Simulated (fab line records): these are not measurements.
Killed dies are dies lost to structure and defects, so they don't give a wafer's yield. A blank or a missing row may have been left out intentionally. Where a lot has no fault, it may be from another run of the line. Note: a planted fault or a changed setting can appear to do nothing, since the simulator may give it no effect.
fab line records | flow sky130
[record] lots = 11 wafers = 33 last-day = 50
route steps=708 shown SONOS_TUNNEL@161 SONOS_ONO@169 POLY_GATE@204 PAD_OPEN@708
lots with no fault: from the same line, run without faults
start-h: the number of hours between the record's first day and the start of the first shown wafer of the lot | wait-h: hours from the lot's prior step to this one | " as in the row above | L1.1+2: several wafers, shown together as one row | - no value present, or no start provided | * or withheld: withheld | < > ~ a bound
route shown NAME@n: NAME is a module with steps in the file, n the number in the route of the first one | usual: mean and standard deviation over wafers with no fault | same: alike in all rows | chamber/n: place in a boat | sites: readings site by site | _std_site: their standard deviation | _edge_site: mean of outer sites minus mean of inner sites | radius-mm: for every site, how far away it sits from the centre of the wafer | mask NAME#n: copy n | behind: tool/chamber where the wafer was last shaped | hold: what put the lot on hold/how long, in hours/how the hold closed | device: transistor that didn't switch, given as n, p or np | end of line: tests of these same wafers at the route's end | a step with no rows: only its recipe | killed: count of dies lost to structure and defects at first sort (not the wafer's yield) | map: a wafer's dies, marking killed ones x, the rest . and places with no die _
set.NAME: the setting as run; set.NAME@STEP: as run at that earlier step | model.NAME: the simulator's own value behind a step, which no gauge read
the route's steps for a sample of lots (tables are steps, rows are wafers)
services: when a tool's chamber went out of use (start-h, in hours from the record's first day, below 0 if earlier), for how many hours, and the reason
[[steps]]
[step SKY_SONOS_TUNNEL_CD_MEAS_07]
[recipe] target-cd-nm = 410
[usual] cd-nm = 410/3.1
// columns lot.wafer tool chamber start-h wait-h cd-nm
L433.1 cd-sem-01 - 246.50 0.1 414
L433.5 " - " " 412
L433.6 " - " " 412
L434.1 cd-sem-02 - 251.65 0.1 406
L434.2 " - " " 407
L434.4 " - " " 409
L435.2 cd-sem-01 - 263.72 0.1 405
L435.4 " - " " 403
L435.6 " - " " 403
L436.1 cd-sem-02 - 270.60 0.1 411
L436.4 " - " " 411
L436.6 " - " " 412
L437.2 cd-sem-01 - 281.51 0.1 412
L437.3 " - " " 411
L437.6 " - " " 410
L445.1 cd-sem-02 - 349.27 0.1 408
L445.3 " - " " 408
L445.4 " - " " 408
L452.1 cd-sem-01 - 402.25 0.1 409
L452.3 " - " " 410
L452.6 " - " " 411
L453.1 cd-sem-01 - 409.19 0.1 411
L453.3 " - " " 408
L453.6 " - " " 410
L454.1 cd-sem-02 - 419.92 0.1 410
L454.4 " - " " 411
L454.5 " - " " 411
L455.1 cd-sem-02 - 427.04 0.1 412
L455.2 " - " " 412
L455.3 " - " " 414
L456.2 cd-sem-02 - 434.02 0.1 405
L456.4 " - " " 405
L456.6 " - " " 405
[step SKY_SONOS_ONO_THK_MEAS_01]
[recipe] reads = SiO2_of_SONOS_ONO_OXIDATION_00
[usual] SONOS_ONO_OXIDATION_THK = 2.59/0.049
// columns lot.wafer tool chamber start-h wait-h SONOS_ONO_OXIDATION_THK[nm]
L433.1 film-metro-04 - 249.60 0.0 2.60
L433.5 " - " " 2.61
L433.6 " - " " 2.59
L434.1 film-metro-04 - 258.92 0.0 2.53
L434.2 " - " " 2.61
L434.4 " - " " 2.64
L435.2 film-metro-03 - 267.77 0.0 2.45
L435.4 " - " " 2.49
L435.6 " - " " 2.54
L436.1 film-metro-02 - 274.25 0.0 2.58
L436.4 " - " " 2.56
L436.6 " - " " 2.56
L437.2 film-metro-02 - 283.49 0.0 2.57
L437.3 " - " " 2.63
L437.6 " - " " 2.60
L445.1 film-metro-04 - 351.28 0.0 2.64
L445.3 " - " " 2.61
L445.4 " - " " 2.67
L452.1 film-metro-04 - 405.62 0.0 2.61
L452.3 " - " " 2.60
L452.6 " - " " 2.64
L453.1 film-metro-03 - 411.18 0.0 2.59
L453.3 " - " " 2.50
L453.6 " - " " 2.54
L454.1 film-metro-02 - 423.23 0.0 2.62
L454.4 " - " " 2.65
L454.5 " - " " 2.63
L455.1 film-metro-04 - 429.78 0.0 2.61
L455.2 " - " " 2.64
L455.3 " - " " 2.60
L456.2 film-metro-04 - 436.00 0.0 2.60
L456.4 " - " " 2.68
L456.6 " - " " 2.60
[step SKY_POLY_GATE_CVD_00]
[recipe] material = poly-Si target-thk-nm = 180 temp-c = 620 time-s = 720 pressure-mtorr = 200
[usual] spike-tc-centre-C = 621.5/1.3 spike-tc-top-C = 635.7/1.1 spike-tc-upper-C = 620.1/0.95 zone-power-centre-pct = 8.8/1.2 zone-power-upper-pct = 7.09/0.19
// columns lot.wafer tool chamber start-h wait-h spike-tc-centre-C spike-tc-top-C spike-tc-upper-C zone-power-centre-pct zone-power-upper-pct
L433.1 lpcvd-01 0 305.75 0.0 621.0 635.1 620.8 7.7 7.28
L433.5 " 0 " " 621.5 636.9 620.0 7.6 7.24
L433.6 " 0 " " 619.8 635.5 618.4 7.6 7.36
L434.1 lpcvd-01 1 315.07 0.0 619.4 635.9 620.5 10.3 6.81
L434.2 " 1 " " 620.0 636.8 619.5 10.1 6.86
L434.4 " 1 " " 619.8 634.5 621.3 10.1 6.92
L435.2 lpcvd-01 0 324.93 0.0 621.9 635.3 620.0 7.6 7.29
L435.4 " 0 " " 623.0 636.2 620.3 7.6 7.21
L435.6 " 0 " " 622.6 635.7 620.3 7.5 7.29
L436.1 lpcvd-01 1 333.16 0.0 620.5 635.4 620.9 9.9 6.85
L436.4 " 1 " " 620.4 636.1 618.6 10.0 6.76
L436.6 " 1 " " 621.8 635.9 620.6 10.2 6.88
L437.2 lpcvd-01 0 345.59 0.0 623.6 633.6 623.1 7.5 7.15
L437.3 " 0 " " 622.9 635.1 619.0 7.7 7.33
L437.6 " 0 " " 621.9 634.6 618.8 7.7 7.28
L445.1 lpcvd-01 0 418.98 0.0 629.7 647.9 558.5 11.9 0.01
L445.3 " 0 " " 630.6 646.6 556.2 11.8 0.01
L445.4 " 0 " " 631.3 646.8 556.8 11.7 0.01
L452.1 lpcvd-01 1 476.83 0.0 619.0 636.7 619.7 10.0 6.89
L452.3 " 1 " " 621.3 635.4 621.5 10.1 7.05
L452.6 " 1 " " 620.7 635.7 620.9 10.2 6.95
L453.1 lpcvd-01 0 483.40 0.0 621.7 636.2 620.1 7.6 7.26
L453.3 " 0 " " 621.2 636.4 621.0 7.6 7.30
L453.6 " 0 " " 623.3 635.8 619.6 7.6 7.06
L454.1 lpcvd-01 1 494.37 0.0 620.4 636.5 620.7 10.2 6.79
L454.4 " 1 " " 619.6 635.9 619.0 10.1 6.78
L454.5 " 1 " " 620.9 635.4 619.9 9.9 7.10
L455.1 lpcvd-01 1 499.87 0.0 620.5 636.5 619.2 10.4 7.00
L455.2 " 1 " " 618.2 635.0 621.9 9.9 6.87
L455.3 " 1 " " 620.3 637.5 621.1 10.0 7.00
L456.2 lpcvd-01 1 508.79 0.0 618.7 634.8 619.9 10.0 6.86
L456.4 " 1 " " 620.7 636.2 618.6 10.0 6.94
L456.6 " 1 " " 620.2 633.9 620.9 10.1 6.91
[step SKY_POLY_GATE_ETCH_15]
[recipe] chemistry = N2/H2 target = BARC ion-energy-ev = 200 source-w = 500 bias-w = 100 pressure-mtorr = 30 n2-flow-sccm = 100 h2-flow-sccm = 200 stop-on = SiO2 time-s = 118.5 target-depth-a = 1100
[usual] drypump-motor-current-A = 6.0/0.39 oes-product-au = 0.716/0.0048 throttle-valve-pct = 13.213/0.0094
// columns lot.wafer tool chamber start-h wait-h drypump-motor-current-A oes-product-au rf-hours-counter-h throttle-valve-pct
L433.1 rie-diel-02 0 363.50 0.0 6.2 0.715 43 13.227
L433.5 " 1 " " 5.4 0.715 - 13.208
L433.6 " 0 " " 6.2 0.713 - 13.208
L434.1 rie-diel-02 0 375.65 0.0 6.2 0.711 43 13.197
L434.2 " 1 " " 5.4 0.709 93 13.216
L434.4 " 3 " " 5.6 0.714 114 13.211
L435.2 rie-diel-04 2 386.65 0.0 6.0 0.712 1 13.207
L435.4 " 1 " " 6.0 0.716 2 13.218
L435.6 " 3 " " 6.8 0.711 - 13.211
L436.1 rie-diel-04 3 394.85 0.0 6.8 0.715 5 13.225
L436.4 " 2 " " 6.0 0.716 1 13.214
L436.6 " 3 " " 6.7 0.720 - 13.225
L437.2 rie-diel-02 3 405.98 0.0 5.6 0.717 0 13.224
L437.3 " 1 " " 5.4 0.714 93 13.197
L437.6 " 1 " " 5.3 0.724 - 13.199
L445.1 rie-diel-04 1 482.85 0.0 6.0 0.724 4 13.201
L445.3 " 2 " " 6.0 0.724 3 13.216
L445.4 " 0 " " 6.3 0.720 84 13.214
L452.1 rie-diel-02 0 541.03 0.0 6.1 0.713 47 13.223
L452.3 " 2 " " 6.1 0.723 5 13.210
L452.6 " 0 " " 6.1 0.716 - 13.214
L453.1 rie-diel-04 1 546.06 0.0 6.0 0.726 6 13.220
L453.3 " 2 " " 6.0 0.720 - 13.216
L453.6 " 1 " " 6.0 0.716 - 13.215
L454.1 rie-diel-01 3 557.32 0.0 5.4 0.705 66 13.224
L454.4 " 1 " " 5.8 0.712 66 13.207
L454.5 " 0 " " 5.9 0.715 - 13.205
L455.1 rie-diel-02 2 564.23 0.0 6.1 0.707 6 13.195
L455.2 " 1 " " 5.4 0.721 1 13.233
L455.3 " 3 " " 5.6 0.713 4 13.213
L456.2 rie-diel-04 3 572.33 0.0 6.8 0.717 9 13.219
L456.4 " 3 " " 6.8 0.717 - 13.209
L456.6 " 3 " " 6.8 0.717 - 13.224
[step SKY_PAD_OPEN_PROBE_99]
[usual] killed_at_M0_to_M3 = 43/6.5 killed_at_M4_up = 3.2/1.8 killed-at-contacts = 24/5.2 killed-at-front-end = 15/4 killed-at-other = 0.4/0.69 killed-dies = 86/8.7 killed-open = 47/7 killed-short = 39/5.7
[same] gross-dies = 492 killed-at-back-side = 0
// columns lot.wafer tool chamber start-h wait-h killed_at_M0_to_M3 killed_at_M4_up killed-at-contacts killed-at-front-end killed-at-other killed-dies killed-open killed-short
L434.1 prober-01 - 1077.86 0.1 40 5 26 18 0 89 50 38
L434.2 prober-01 - 1077.91 0.1 37 1 25 31 1 95 53 39
L434.4 prober-01 - 1078.01 0.2 47 1 32 15 0 95 51 44
L435.2 prober-02 - 1086.07 0.1 55 2 25 15 0 97 44 53
L435.4 prober-02 - 1086.17 0.2 41 5 23 12 0 81 49 32
L435.6 prober-02 - 1086.27 0.2 39 3 24 14 0 80 51 29
L436.1 prober-01 - 1093.12 0.1 38 5 24 13 0 80 41 38
L436.4 prober-01 - 1093.27 0.2 40 2 22 21 0 85 46 38
L436.6 prober-01 - 1093.37 0.2 35 2 24 17 0 78 50 26
L437.2 prober-02 - 1100.05 0.1 64 4 16 20 0 104 58 46
L437.3 prober-02 - 1100.10 0.2 44 3 24 12 0 83 50 33
L437.6 prober-02 - 1100.25 0.2 43 3 22 9 0 77 52 25
// killed by level:class
L434.1 VIA3:geometric-particle:open=10 CONTACT:geometric-particle:open=9 LI_CONTACT:geometric-particle:open=8 METAL2:geometric-particle:short=7 FIELD_ISO:geometric-particle:open=6 CONTACT:geometric-particle:short=5 VIA3:geometric-particle:short=5 VIA1:geometric-particle:open=4
L434.2 CONTACT:geometric-particle:open=12 VIA3:geometric-particle:open=8 POLY_GATE:geometric-particle:short=7 FIELD_ISO:geometric-particle:short=6 FIELD_ISO:geometric-particle:open=6 VIA1:geometric-particle:open=6 METAL2:geometric-particle:short=6 POLY_GATE:geometric-particle:open=5
L434.4 VIA1:geometric-particle:open=10 LOCAL_INTERCONNECT:geometric-particle:short=9 VIA2:geometric-particle:open=8 CONTACT:geometric-particle:short=7 CONTACT:geometric-particle:open=6 LI_CONTACT:geometric-particle:open=6 VIA3:geometric-particle:open=6 VIA1:geometric-particle:short=6
L435.2 CONTACT:geometric-particle:open=9 VIA1:geometric-particle:short=8 VIA1:geometric-particle:open=8 METAL1:geometric-particle:short=7 VIA2:geometric-particle:short=7 METAL2:geometric-particle:short=6 VIA2:geometric-particle:open=5 LI_CONTACT:geometric-particle:open=5
L435.4 CONTACT:geometric-particle:open=11 VIA1:geometric-particle:open=9 VIA3:geometric-particle:open=7 LI_CONTACT:geometric-particle:open=6 VIA2:geometric-particle:open=6 METAL1:geometric-particle:short=6 VIA1:geometric-particle:short=5 FIELD_ISO:geometric-particle:open=4
L435.6 VIA1:geometric-particle:open=13 CONTACT:geometric-particle:open=8 VIA2:geometric-particle:open=7 LI_CONTACT:geometric-particle:open=6 VIA3:geometric-particle:open=6 CONTACT:geometric-particle:short=5 LOCAL_INTERCONNECT:geometric-particle:short=4 FIELD_ISO:geometric-particle:short=3
L436.1 VIA1:geometric-particle:open=11 CONTACT:geometric-particle:open=8 FIELD_ISO:geometric-particle:short=7 LI_CONTACT:geometric-particle:open=5 LOCAL_INTERCONNECT:geometric-particle:short=5 METAL1:geometric-particle:short=5 METAL2:geometric-particle:short=5 METAL1:geometric-particle:open=4
L436.4 VIA1:geometric-particle:open=13 CONTACT:geometric-particle:open=8 POLY_GATE:geometric-particle:short=7 VIA3:geometric-particle:open=7 LI_CONTACT:geometric-particle:open=6 FIELD_ISO:geometric-particle:short=4 POLY_GATE:geometric-particle:open=4 CONTACT:geometric-particle:short=4
L436.6 VIA1:geometric-particle:open=14 LI_CONTACT:geometric-particle:open=8 FIELD_ISO:geometric-particle:open=7 LI_CONTACT:geometric-particle:short=6 METAL2:geometric-particle:short=5 CONTACT:geometric-particle:open=5 VIA3:geometric-particle:open=4 VIA2:geometric-particle:open=4
L437.2 VIA1:geometric-particle:open=11 VIA2:geometric-particle:open=11 VIA3:geometric-particle:open=8 VIA1:geometric-particle:short=8 CONTACT:geometric-particle:open=7 FIELD_ISO:geometric-particle:short=6 METAL1:geometric-particle:short=6 FIELD_ISO:geometric-particle:open=5
L437.3 VIA1:geometric-particle:open=10 VIA2:geometric-particle:open=8 CONTACT:geometric-particle:open=8 METAL2:geometric-particle:short=8 LI_CONTACT:geometric-particle:open=7 CONTACT:geometric-particle:short=4 METAL2:geometric-particle:open=4 VIA3:geometric-particle:open=4
L437.6 CONTACT:geometric-particle:open=12 VIA3:geometric-particle:open=10 VIA2:geometric-particle:open=9 VIA1:geometric-particle:open=5 LI_CONTACT:geometric-particle:open=4 LOCAL_INTERCONNECT:geometric-particle:short=4 METAL2:geometric-particle:short=4 METAL1:geometric-particle:short=3
[[services]]
// columns tool chamber start-h hours kind
rie-diel-01 2 300.69 1.4 repair
lpcvd-01 - 331.63 1.5 repair
rie-diel-04 2 339.93 - clean
rie-diel-04 2 339.93 20.4 scheduled-down
rie-diel-04 2 339.93 20.4 vent-cycle
rie-diel-01 2 375.29 2.7 repair
rie-diel-02 3 385.90 - clean
rie-diel-02 3 385.90 18.1 scheduled-down
rie-diel-02 3 385.90 18.1 vent-cycle
rie-diel-04 2 417.52 3.4 repair
rie-diel-02 1 486.18 - clean
rie-diel-02 1 486.18 20.3 scheduled-down
rie-diel-02 1 486.18 20.3 vent-cycle
lpcvd-01 - 503.00 2.8 pm
rie-diel-01 3 507.98 13.8 repair
rie-diel-01 1 522.52 1.7 repair
rie-diel-02 0 543.22 5.3 repair
rie-diel-04 0 543.36 - clean
rie-diel-04 0 543.36 14.4 scheduled-down
rie-diel-04 3 544.42 5.6 repair
rie-diel-02 1 547.78 10.6 repair
rie-diel-01 0 561.76 3.1 repair
rie-diel-04 2 564.48 39.0 repair
rie-diel-04 1 569.58 6.1 repair
[[key]]
[first-sign] step = SKY_POLY_GATE_CVD_00 reading = spike-tc-upper-C direction = down sigmas = 66 usual = 620.1 struck = 557.2
[effect] step = SKY_POLY_GATE_CVD_00 reading = zone-power-upper-pct direction = down sigmas = 37 usual = 7.09 struck = 0.01
met-at SKY_POLY_GATE_CVD_00
struck-lots L445
struck-wafers L445.1,L445.3,L445.4
tester-left-out L445
not-acting-at SKY_SONOS_TUNNEL_CD_MEAS_07,SKY_SONOS_ONO_THK_MEAS_01,SKY_POLY_GATE_ETCH_15
onset-between 345.59 418.98
[fault] kind = process-parameter-drift tool = lpcvd-01 chamber = 0 onset-h = 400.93 steps = SKY_POLY_GATE_CVD_00 channel = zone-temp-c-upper offset = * shape = step end-h = 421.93
// tester-left-out: of these lots the tester's yield and bins aren't shown, on N5 and GAA mostly nor the transistor test; their killed dies are dies lost to structure and defects alone, not to doping, threshold or leakage, so they don't give the yield
